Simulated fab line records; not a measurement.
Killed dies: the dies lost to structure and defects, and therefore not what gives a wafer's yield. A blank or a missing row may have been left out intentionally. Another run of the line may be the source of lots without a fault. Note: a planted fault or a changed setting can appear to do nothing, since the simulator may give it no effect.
Which tool did it? || flow gf180mcu || 42 wafers sampled from 14 lots at 1 step of a route of 602

## WHAT THE GAUGES READ, wafer by wafer
GF_SALICIDE_THK_MEAS_05: measures by xrf.
{"lot": "L906", "measured": "day 15 06:21", "on": "film metro-04", "SALICIDE_TIN_THK (nm)": "19.2 19.1 19.1"}
{"lot": "L907", "measured": "day 15 16:32", "on": "film metro-04", "SALICIDE_TIN_THK (nm)": "19.2 19.2 19.4"}
{"lot": "L908", "measured": "day 16 03:59", "on": "film metro-03", "SALICIDE_TIN_THK (nm)": "19.5 19.3 19.5"}
{"lot": "L909", "measured": "day 16 12:38", "on": "film metro-03", "SALICIDE_TIN_THK (nm)": "19.7 19.6 19.9"}
{"lot": "L910", "measured": "day 16 18:08", "on": "film metro-02", "SALICIDE_TIN_THK (nm)": "19.8 19.2 19.2"}
{"lot": "L917", "measured": "day 19 07:51", "on": "film metro-02", "SALICIDE_TIN_THK (nm)": "20.0 19.7 19.5"}
{"lot": "L918", "measured": "day 19 13:13", "on": "film metro-04", "SALICIDE_TIN_THK (nm)": "19.2 19.2 19.1"}
{"lot": "L919", "measured": "day 19 21:58", "on": "film metro-03", "SALICIDE_TIN_THK (nm)": "19.4 19.3 19.3"}
{"lot": "L921", "measured": "day 20 18:09", "on": "film metro-03", "SALICIDE_TIN_THK (nm)": "19.6 19.8 19.7"}
{"lot": "L922", "measured": "day 21 01:56", "on": "film metro-04", "SALICIDE_TIN_THK (nm)": "19.5 18.9 19.3"}
{"lot": "L925", "measured": "day 22 04:16", "on": "film metro-04", "SALICIDE_TIN_THK (nm)": "19.1 19.7 19.6"}
{"lot": "L926", "measured": "day 22 10:58", "on": "film metro-02", "SALICIDE_TIN_THK (nm)": "19.6 19.3 19.3"}
{"lot": "L928", "measured": "day 23 03:11", "on": "film metro-03", "SALICIDE_TIN_THK (nm)": "20.0 19.3 19.3"}
{"lot": "L929", "measured": "day 23 11:26", "on": "film metro-03", "SALICIDE_TIN_THK (nm)": "19.7 19.4 19.3"}

## TOOL THAT RAN EACH LOT (tool first, then ch and the chambers of the sampled wafers, then the start)
No process step before these readings appears in the record.

## AS READ BY THE TOOLS THEMSELVES (means over the sampled wafers that have a number; for cases with no such wafer, the mark the record gives instead)
The record holds no such reading with a usual standard deviation.

## THE ANSWER, worked out from the rows above alone
Rule: the lots themselves supply what counts as usual. The widest of any qualifying gaps counts: lots, ordered by their means at a reading, are off when they make up no more than a third of the lots, leave a main group of 4 or more, and stand apart from it by 3 or more times the standard deviation of that group's means. If all means in a main group match to the digits the tables above print for the reading, that group is not used. A lot without any number at a reading at which 4 lots or more have one is off too. Where the step has rows for the other lots, those lots are counted as sound. First the gauges in route order, then the tools' own readings, where a lot's mean is used as printed above. The first step at which some lot is off is used, and at that step the reading that is off furthest; a lot without a number counts as furthest.
No lot is off at any reading shown: from this, nothing can be told.

## WHAT THE SIMULATOR HAD PUT IN
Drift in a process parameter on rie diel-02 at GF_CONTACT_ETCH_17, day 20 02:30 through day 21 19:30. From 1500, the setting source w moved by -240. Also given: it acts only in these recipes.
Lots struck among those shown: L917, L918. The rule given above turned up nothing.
